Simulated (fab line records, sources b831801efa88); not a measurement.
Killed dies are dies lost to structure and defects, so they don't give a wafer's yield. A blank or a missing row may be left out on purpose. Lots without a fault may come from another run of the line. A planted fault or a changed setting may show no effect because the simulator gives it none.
Tool commonality check | flow sky130 | 11 lots, 33 wafers sampled

WHY IT WAS OPENED
At SKY_NWELL_TW_MEAS_26 the reading NWELL_2_TW is flagged on 1 of 11 lots. Wafers without a fault read 494.0, standard deviation 2.6.
Rule: a lot is flagged when every wafer of it that has a number lies more than 4 standard deviations from that mean, or none has a number. The other lots count as sound.

lot  | measured     | on            | NWELL_2_TW, wafer by wafer | flag
L576 | day 5 04:42  | film_metro-02 | 497.6 493.7 491.2          |
L579 | day 6 01:52  | film_metro-04 | 495.7 495.8 497.3          |
L580 | day 6 05:59  | film_metro-04 | 30.0 29.9 29.9             | FLAGGED
L589 | day 8 15:49  | film_metro-04 | 493.7 497.5 495.2          |
L592 | day 9 13:08  | film_metro-03 | 492.1 492.2 491.5          |
L593 | day 9 13:28  | film_metro-04 | 493.7 494.2 493.9          |
L595 | day 10 01:26 | film_metro-02 | 497.8 497.2 498.6          |
L596 | day 10 08:08 | film_metro-04 | 495.5 495.0 495.2          |
L597 | day 10 17:16 | film_metro-02 | 498.2 498.0 495.8          |
L598 | day 11 04:10 | film_metro-02 | 497.3 493.8 492.4          |
L599 | day 11 12:35 | film_metro-03 | 490.8 492.0 490.0          |
The numbers of the flagged lots are 29.9 on average: -464.1 against the usual, or -99 or more standard deviations.

WHICH TOOL RAN EACH LOT
The record holds 1 process step before the reading, out of a route of 708 steps. In each cell: the tool, then ch and the chambers that the sampled wafers went through, then the start.
lot  | flag    | SKY_NWELL_EXPOSE_20
L576 |         | iline_stepper-02 ch 0, day 4 20:08
L579 |         | iline_stepper-01 ch 0, day 5 16:43
L580 | FLAGGED | iline_stepper-02 ch 0, day 5 21:12
L589 |         | iline_stepper-02 ch 0, day 8 05:28
L592 |         | iline_stepper-02 ch 0, day 9 01:36
L593 |         | iline_stepper-02 ch 0, day 9 02:07
L595 |         | iline_stepper-02 ch 0, day 9 14:40
L596 |         | iline_stepper-01 ch 0, day 9 20:24
L597 |         | iline_stepper-02 ch 0, day 10 06:04
L598 |         | iline_stepper-02 ch 0, day 10 16:16
L599 |         | iline_stepper-01 ch 0, day 11 00:26
What these steps do:
- SKY_NWELL_EXPOSE_20: exposes mask NWM COMPLEMENT, target cd 840 nm.
- SKY_NWELL_TW_MEAS_26

FLAGGED OVER TOTAL, TOOL BY TOOL (the gauges that took the reading come last)
step                 | tool             | lots run | flagged | share of the flagged lots | sound lots run after its first flagged lot
SKY_NWELL_EXPOSE_20  | iline_stepper-01 | 3        | 0       | none                      | -
SKY_NWELL_EXPOSE_20  | iline_stepper-02 | 8        | 1       | all                       | 6 (L589,L592,L593,L595,L597,L598)
SKY_NWELL_TW_MEAS_26 | film_metro-02    | 4        | 0       | none                      | -
SKY_NWELL_TW_MEAS_26 | film_metro-03    | 2        | 0       | none                      | -
SKY_NWELL_TW_MEAS_26 | film_metro-04    | 5        | 1       | all                       | 3 (L589,L593,L596)

WHAT THE TABLE ALLOWS
2 rows of the table ran every flagged lot: iline_stepper-02 at SKY_NWELL_EXPOSE_20, film_metro-04 at SKY_NWELL_TW_MEAS_26.
- iline_stepper-02 at SKY_NWELL_EXPOSE_20: 1 of its 8 lots flagged. Sound lots ran on it after the first flagged one (L589, L592, L593, L595, L597, L598), which a lasting fault on the whole tool wouldn't allow.
- film_metro-04 at SKY_NWELL_TW_MEAS_26: 1 of its 5 lots flagged. Sound lots ran on it after the first flagged one (L589, L593, L596), which a lasting fault on the whole tool wouldn't allow.
No row of the table ran every flagged lot and no sound lot after the first.

WHAT THE SIMULATOR HAD PUT IN
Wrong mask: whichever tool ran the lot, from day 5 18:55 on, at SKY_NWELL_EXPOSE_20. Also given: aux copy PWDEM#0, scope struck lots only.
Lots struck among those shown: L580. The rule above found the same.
